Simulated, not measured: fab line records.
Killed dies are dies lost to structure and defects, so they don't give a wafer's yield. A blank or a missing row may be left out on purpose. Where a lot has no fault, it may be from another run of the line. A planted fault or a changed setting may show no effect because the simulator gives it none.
A lot that was struck, set against a sound lot / flow gf180mcu / 24 steps out of a route of 602
Sound: these wafers, L305.4, L305.5, L305.6. Struck: wafer L320.4 (left out: L320.3, a lot-mate that was not struck); the cause follows at the end.
Per side, at each step with rows, come the tool, then ch with its chambers, and then its first start. Under that, the readings that differ: sound wafers / struck wafers / difference of the means / sigmas: that difference in standard deviations of wafers without a fault.
alike: words and numbers the same on both sides, and readings whose means are apart by under 2 such deviations; not compared: readings that were withheld, readings missing a value for some wafer, numbers with overlapping values and no deviation given by the record, and bounds like >300 which may hide the same value.
Wherever a step has rows on one side only, a row that says differs or no value, or a row with sigmas, the two part there. Numbers that have no deviation but don't overlap get no sigmas and don't part them. A reading missing from all wafers of one side parts the sides only when that side holds two or more wafers.

GF_PSD_OVL_MEAS_08:
  sound on overlay-01 at day 14 10:01; struck on overlay-01 at day 20 08:48
  alike: PSD_OVL
after that, 1 step had no rows for these wafers: GF_PSD_IMPLANT_09.
GF_PSD_STRIP_10: strips in O2/N2.
  sound on plasma asher-02 ch 0,1, day 14 10:13; struck on plasma asher-04 ch 1, day 20 09:01
reading=heater power w (W); sound=330 316 329; struck=380; difference=+55; sigmas=+2
reading=oes product au (a.u.); sound=0.597 0.585 0.588; struck=0.603; difference=+0.013; sigmas=+3
  alike: drypump motor current A, strip time to endpoint s
  not compared: rf hours counter h
GF_PSD_TW_MEAS_11:
  sound on film metro-04 at day 14 10:19; struck on film metro-02 at day 20 09:05
  alike: PSD_TW
then, 1 step without rows for these wafers: GF_PSD_CLEAN_12 (cleans in SC1/SC2, time 150 s).
GF_PSD_RTA_13: time 20 s.
  sound on rtp anneal-01 ch 0, day 14 10:26; struck on rtp anneal-02 ch 0, day 20 09:13
reading=lamp power pct (%); sound=40 40 40; struck=34; difference=-6; sigmas=-2
reading=wafer_temp_C_max; sound=1032.5 1030.9 1031.5; struck=1029.2; difference=-2.4; sigmas=-2
GF_PSD_RS_MEAS_14: uses a four-point probe to measure.
  sound on film metro-04 at day 14 10:32; struck on film metro-04 at day 20 09:19
  alike: NSD_RS
GF_PSD_RS_MEAS_15: uses a four-point probe to measure.
  sound on film metro-04 at day 14 10:40; struck on film metro-04 at day 20 09:26
  alike: PSD_RS
GF_SAB_CVD_00: deposits SiO2 from TEOS, target thk 50 nm, time 4.9302 s.
  sound on pecvd-04 ch 0,1,2, day 14 10:44; struck on pecvd-03 ch 1, day 20 09:31
  alike: heater power w
  not compared: since wet clean h
GF_SAB_THK_MEAS_01:
  sound on film metro-01 at day 14 10:46; struck on film metro-03 at day 20 09:32
  alike: SAB_CVD_00_THK
then, 2 steps without rows for these wafers: GF_SAB_DEHYDRATE_02 (time 60 s); GF_SAB_HMDS_03 (prime time 60 s).
GF_SAB_COAT_04: resist thk 1000 nm.
  sound on litho track-01 ch 0, day 14 20:40; struck on litho track-03 ch 0, day 20 20:52
reading=model.NOVOLAK_of_SAB_COAT_04.thk nm (nm); sound=1003 1003 1003; struck=1022; difference=+19; sigmas=
then, 4 steps without rows for these wafers: GF_SAB_SOFTBAKE_05 (time 60 s); GF_SAB_EXPOSE_06 (exposes mask SAB, target cd 420 nm); GF_SAB_PEB_07; GF_SAB_DEVELOP_08 (develop time 60 s).
GF_SAB_CD_MEAS_09 targets a cd of 420 nm.
  sound on cd sem-01 at day 15 06:59; struck on cd sem-01 at day 21 09:30
  alike: cd nm
GF_SAB_OVL_MEAS_10:
  sound on overlay-02 at day 15 07:04; struck on overlay-02 at day 21 09:36
  alike: SAB_OVL
GF_SAB_ETCH_11: etches SiO2 in C4F8/O2/Ar, target depth 55 nm, time 8.5 s.
  sound on rie diel-01 ch 0,2,3, day 15 07:04; struck on rie diel-04 ch 1, day 21 09:37
reading=model.NOVOLAK_of_SAB_COAT_04.thk nm (nm); sound=991.4 991.9 991.4; struck=1010; difference=+18; sigmas=
  alike: oes product au
  not compared: rf hours counter h
then, 1 step without rows for these wafers: GF_SAB_WET_ETCH_12 (etches SiO2 in dHF, target depth 22 nm, time 440 s).
GF_SAB_STRIP_13: strips in O2/N2.
  sound on plasma asher-03 ch 0,1, day 15 07:16; struck on plasma asher-01 ch 0, day 21 09:48
reading=strip time to endpoint s (s); sound=12.65 12.64 12.64; struck=12.79; difference=+0.15; sigmas=+5
  alike: drypump motor current A, heater power w, oes product au
  not compared: rf hours counter h
then, 1 step without rows for these wafers: GF_SALICIDE_CLEAN_00 (cleans in SC1/SC2, time 150 s).
-- the record jumps here: 12 days lie between the struck wafers' starts before and after (it left off in module SALICIDE and takes up again in module PASSIVATION, whose first step shown is number 602 of the route) --
GF_PASSIVATION_PROBE_99:
  only the struck wafers here have rows in the record (prober-01, day 33 18:52); the sound ones have none

WHERE THEY PART
Last at GF_PASSIVATION_PROBE_99 as far as this record goes, first at GF_PSD_STRIP_10.

WHY: the cause the simulator had injected
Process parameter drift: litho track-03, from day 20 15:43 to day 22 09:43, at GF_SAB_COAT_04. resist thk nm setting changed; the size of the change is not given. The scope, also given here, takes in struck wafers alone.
